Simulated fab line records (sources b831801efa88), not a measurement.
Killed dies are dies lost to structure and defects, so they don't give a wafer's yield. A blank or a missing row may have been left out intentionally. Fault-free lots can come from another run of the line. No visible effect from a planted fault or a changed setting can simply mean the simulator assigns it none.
Which tool is to blame? | flow sky130 | 12 lots with 36 wafers sampled at 5 steps, on a route of 708 steps

WHAT THE GAUGES SHOWED, per wafer
SKY_FIELD_ISO_THK_MEAS_25.
lot  | measured    | on           | FIELD_ISO_CVD_24_THK (nm)
L443 | day 2 14:06 | filmMetro-01 | 595 585 581
L444 | day 2 17:12 | filmMetro-02 | 590 605 592
L447 | day 3 11:08 | filmMetro-01 | 591 591 592
L448 | day 3 15:31 | filmMetro-02 | 600 597 597
L450 | day 4 00:19 | filmMetro-03 | 589 602 594
L451 | day 4 05:56 | filmMetro-01 | 592 596 588
L452 | day 4 11:43 | filmMetro-03 | 597 598 598
L453 | day 4 16:08 | filmMetro-01 | 596 595 588
L462 | day 6 17:43 | filmMetro-01 | 596 594 587
L463 | day 6 21:53 | filmMetro-02 | 595 594 596
L464 | day 7 05:57 | filmMetro-03 | 594 595 592
L465 | day 7 07:39 | filmMetro-03 | 583 600 601

SKY_VT_ADJUST_LVTN_TW_MEAS_10.
lot  | measured     | on           | VT_ADJUST_LVTN_TW
L443 | day 7 08:16  | filmMetro-04 | 239.4 239.8 239.1
L444 | day 7 09:46  | filmMetro-04 | 239.9 239.3 239.9
L447 | day 8 09:58  | filmMetro-02 | 242.7 242.5 241.5
L448 | day 8 15:04  | filmMetro-04 | 240.6 239.7 241.2
L450 | day 9 03:07  | filmMetro-04 | 240.7 239.5 241.5
L451 | day 9 07:19  | filmMetro-02 | 241.2 240.2 241.7
L452 | day 9 15:07  | filmMetro-02 | 260.6 262.4 260.7
L453 | day 9 21:11  | filmMetro-01 | 259.0 259.7 259.1
L462 | day 12 13:01 | filmMetro-01 | 242.1 240.5 239.0
L463 | day 12 22:25 | filmMetro-01 | 239.5 240.9 240.6
L464 | day 13 03:04 | filmMetro-02 | 243.9 243.2 242.7
L465 | day 13 10:35 | filmMetro-01 | 238.1 238.9 239.8

WHICH TOOL RAN EACH LOT (tool, then ch and the chambers of the sampled wafers, then the start)
lot  | SKY_FIELD_ISO_CMP_27         | SKY_VT_ADJUST_LVTN_IMPLANT_08   | SKY_VT_ADJUST_LVTN_STRIP_09
L443 | cmp-02 ch 1,2,3, day 2 16:47 | implanter-02 ch 0, day 7 08:01  | plasmaAsher-04 ch 0,1, day 7 08:10
L444 | cmp-02 ch 2,3, day 2 18:49   | implanter-04 ch 0, day 7 09:31  | plasmaAsher-04 ch 0, day 7 09:40
L447 | cmp-01 ch 0,2,3, day 3 12:42 | implanter-04 ch 0, day 8 09:43  | plasmaAsher-03 ch 0,1, day 8 09:52
L448 | cmp-02 ch 0,1,3, day 3 17:17 | implanter-04 ch 0, day 8 14:49  | plasmaAsher-01 ch 0,1, day 8 14:58
L450 | cmp-02 ch 0,2,3, day 4 03:13 | implanter-04 ch 0, day 9 02:53  | plasmaAsher-04 ch 0,1, day 9 03:01
L451 | cmp-01 ch 0,1, day 4 07:33   | implanter-04 ch 0, day 9 07:04  | plasmaAsher-04 ch 0, day 9 07:13
L452 | cmp-01 ch 0,1,2, day 4 13:17 | implanter-04 ch 0, day 9 14:52  | plasmaAsher-01 ch 0,1, day 9 15:01
L453 | cmp-02 ch 0,1,3, day 4 17:41 | implanter-04 ch 0, day 9 20:58  | plasmaAsher-04 ch 0,1, day 9 21:05
L462 | cmp-02 ch 2,3, day 6 20:34   | implanter-01 ch 0, day 12 12:48 | plasmaAsher-01 ch 0,1, day 12 12:56
L463 | cmp-02 ch 1,3, day 7 03:29   | implanter-04 ch 0, day 12 22:11 | plasmaAsher-01 ch 0,1, day 12 22:19
L464 | cmp-02 ch 0,1,3, day 7 08:49 | implanter-04 ch 0, day 13 02:49 | plasmaAsher-04 ch 0,1, day 13 02:58
L465 | cmp-01 ch 0,2,3, day 7 10:16 | implanter-04 ch 0, day 13 10:21 | plasmaAsher-04 ch 0,1, day 13 10:28
- SKY_FIELD_ISO_CMP_27: polishes, stops on Si3N4, t overpolish 16 s, target thk 457.8 nm.
- SKY_VT_ADJUST_LVTN_IMPLANT_08
- SKY_VT_ADJUST_LVTN_STRIP_09: strips in O2/N2.

WHAT THE TOOLS THEMSELVES READ (means of the sampled wafers that have a number; where no wafer has one, the mark that the record gives instead)
SKY_FIELD_ISO_CMP_27.
lot  | tool   | motorCurrentA (A) | overpolishRunS (s) | slurryFlowMlMin | timeToEndpointS (s)
L443 | cmp-02 | 11.5              | 16.002             | 149.9           | 121
L444 | cmp-02 | 11.3              | 15.994             | 150.1           | 120
L447 | cmp-01 | 12.1              | 16.003             | 150.1           | 120
L448 | cmp-02 | 12.1              | 16.010             | 149.8           | 118
L450 | cmp-02 | 12.5              | 16.002             | 150.1           | 121
L451 | cmp-01 | 12.1              | 15.999             | 150.3           | 113
L452 | cmp-01 | 12.4              | 16.002             | 149.8           | 115
L453 | cmp-02 | 12.3              | 16.006             | 150.0           | 119
L462 | cmp-02 | 10.9              | 15.996             | 149.8           | 117
L463 | cmp-02 | 11.2              | 16.003             | 149.7           | 121
L464 | cmp-02 | 12.2              | 15.995             | 149.7           | 116
L465 | cmp-01 | 12.3              | 16.000             | 150.6           | 118

SKY_VT_ADJUST_LVTN_IMPLANT_08.
lot  | tool         | doseIonsCm2 | faradayCurrentUA
L443 | implanter-02 | 1.5695e+12  | 8.78
L444 | implanter-04 | 1.5694e+12  | 8.77
L447 | implanter-04 | 1.5729e+12  | 8.76
L448 | implanter-04 | 1.5708e+12  | 8.82
L450 | implanter-04 | 1.5721e+12  | 9.00
L451 | implanter-04 | 1.5720e+12  | 8.73
L452 | implanter-04 | 2.0625e+12  | 11.37
L453 | implanter-04 | 2.0639e+12  | 11.60
L462 | implanter-01 | 1.5693e+12  | 8.72
L463 | implanter-04 | 1.5705e+12  | 8.83
L464 | implanter-04 | 1.5711e+12  | 8.98
L465 | implanter-04 | 1.5705e+12  | 8.90

SKY_VT_ADJUST_LVTN_STRIP_09.
lot  | tool           | drypumpMotorCurrentA (A) | oesProductAu (a.u.) | stripTimeToEndpointS (s)
L443 | plasmaAsher-04 | 5.5                      | 0.731               | 36.99
L444 | plasmaAsher-04 | 5.9                      | 0.725               | 36.84
L447 | plasmaAsher-03 | 5.4                      | 0.721               | 36.98
L448 | plasmaAsher-01 | 5.0                      | 0.721               | 36.96
L450 | plasmaAsher-04 | 5.6                      | 0.721               | 36.85
L451 | plasmaAsher-04 | 5.9                      | 0.723               | 36.91
L452 | plasmaAsher-01 | 5.0                      | 0.721               | 36.80
L453 | plasmaAsher-04 | 5.5                      | 0.723               | 36.79
L462 | plasmaAsher-01 | 5.0                      | 0.726               | 36.91
L463 | plasmaAsher-01 | 5.0                      | 0.723               | 36.90
L464 | plasmaAsher-04 | 5.1                      | 0.722               | 36.87
L465 | plasmaAsher-04 | 5.5                      | 0.721               | 36.85

THE ANSWER, worked out from the rows above alone
Rule: what is usual is taken from the lots themselves. The widest of any qualifying gaps counts: lots, ordered by their means at a reading, are off when they make up no more than a third of the lots, leave a main group of 4 or more, and stand apart from it by 3 or more times the standard deviation of that group's means. If all means in a main group match to the digits the tables above print for the reading, that group is not used. Also off: a lot with no number at a reading for which 4 or more lots have one. All remaining lots with rows at the step are treated as sound. First the gauges in route order, then the tools' own readings, where a lot's mean is used as printed above. At the first step where some lot is off, the reading lying furthest off is the one used; lots without a number count as furthest.
Off: L452, L453, seen at SKY_VT_ADJUST_LVTN_TW_MEAS_10 (VT_ADJUST_LVTN_TW). The main group: mean 240.7, standard deviation 1.2.
A tool fits if, at a process step before that reading, it ran every lot that is off, and no sound lot after the first of them. The gauges at SKY_VT_ADJUST_LVTN_TW_MEAS_10 aren't tried: what is off there is off at SKY_VT_ADJUST_LVTN_IMPLANT_08 too, on other tools, and a gauge's error can't cause that. None of those tried fits.

WHAT THE SIMULATOR PUT IN
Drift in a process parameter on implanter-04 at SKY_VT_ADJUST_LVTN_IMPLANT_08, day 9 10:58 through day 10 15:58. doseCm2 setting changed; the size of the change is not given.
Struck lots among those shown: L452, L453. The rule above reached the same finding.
